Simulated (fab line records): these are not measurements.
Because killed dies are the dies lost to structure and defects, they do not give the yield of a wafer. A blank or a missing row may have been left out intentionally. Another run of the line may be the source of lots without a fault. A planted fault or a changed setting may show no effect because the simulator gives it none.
Which tool is to blame? + flow sky130 + 38 wafers from 13 lots sampled at 2 of the route's 708 steps

== WHAT THE GAUGES SHOWED, per wafer ==
SKY_METAL2_THK_MEAS_06: measures by xrf. Usual: METAL2_ALCU_THK typically reads 253 nm, with standard deviation 3.1.
| lot  | measured     | on           | METAL2_ALCU_THK (nm) | flag |
|------|--------------|--------------|----------------------|------|
| L591 | day 34 01:42 | filmMetro-03 | 249 251 252          |      |
| L594 | day 35 10:57 | filmMetro-03 | 253 254 248          |      |
| L595 | day 36 03:07 | filmMetro-01 | 258 258 255          |      |
| L597 | day 36 09:02 | filmMetro-01 | 253 252 251          |      |
| L598 | day 36 19:21 | filmMetro-01 | 255 256 257          |      |
| L599 | day 37 05:16 | filmMetro-03 | 250 255 254          |      |
| L600 | day 37 12:59 | filmMetro-03 | 252 251              |      |
| L601 | day 37 14:20 | filmMetro-01 | 257 257 257          |      |
| L602 | day 38 10:28 | filmMetro-04 | 254 252 250          |      |
| L603 | day 38 11:18 | filmMetro-04 | 251 248 248          |      |
| L611 | day 40 12:06 | filmMetro-01 | 255 261 260          |      |
| L612 | day 40 17:05 | filmMetro-04 | 255 255 253          |      |
| L614 | day 41 10:50 | filmMetro-04 | 259 255 257          |      |

SKY_VIA2_BOW_MEAS_03. Usual: VIA2_BOW typically reads 87 um, with standard deviation 7.3.
| lot  | measured     | on           | VIA2_BOW (um) | flag |
|------|--------------|--------------|---------------|------|
| L591 | day 35 06:08 | filmMetro-03 | 81 81 86      |      |
| L594 | day 36 14:46 | filmMetro-01 | 82 74 75      |      |
| L595 | day 37 06:22 | filmMetro-03 | 84 77 82      |      |
| L597 | day 37 12:22 | filmMetro-01 | 99 95 76      |      |
| L598 | day 37 22:30 | filmMetro-02 | 87 85 86      |      |
| L599 | day 38 08:53 | filmMetro-03 | 75 78 74      |      |
| L600 | day 38 15:55 | filmMetro-01 | 86 89         |      |
| L601 | day 38 17:54 | filmMetro-02 | 89 89 85      |      |
| L602 | day 39 13:01 | filmMetro-02 | 81 85 92      |      |
| L603 | day 39 13:54 | filmMetro-02 | 89 101 95     |      |
| L611 | day 41 13:11 | filmMetro-02 | 79 81 84      |      |
| L612 | day 41 19:09 | filmMetro-02 | 90 98 99      |      |
| L614 | day 42 10:49 | filmMetro-03 | 77 82 81      |      |

== WHAT TOOL EACH LOT RAN ON (gives the tool, then ch and the chambers of the sampled wafers, and finally the start) ==
The record shows no process step preceding these readings.

== WHAT THE TOOLS THEMSELVES READ (means of the sampled wafers that have a number; where no wafer has one, the mark that the record gives instead) ==
The record holds no such reading with a usual standard deviation.

== THE ANSWER, worked out from the rows above alone ==
Rule: take the mean of a lot's wafers that have a number; if it is more than 3 standard deviations from the usual mean, the lot is off. A lot without any number at a reading at which 4 lots or more have one is off too. Where the step has rows for the other lots, those lots are counted as sound. After the gauges, taken in route order, come the tools' own readings; for these a lot's mean is taken, as printed above. The first step at which some lot is off is used, and at that step the reading that is off furthest; a lot without a number counts as furthest.
None of the lots is off at any reading shown; this tells nothing.

== WHAT WAS PUT IN BY THE SIMULATOR ==
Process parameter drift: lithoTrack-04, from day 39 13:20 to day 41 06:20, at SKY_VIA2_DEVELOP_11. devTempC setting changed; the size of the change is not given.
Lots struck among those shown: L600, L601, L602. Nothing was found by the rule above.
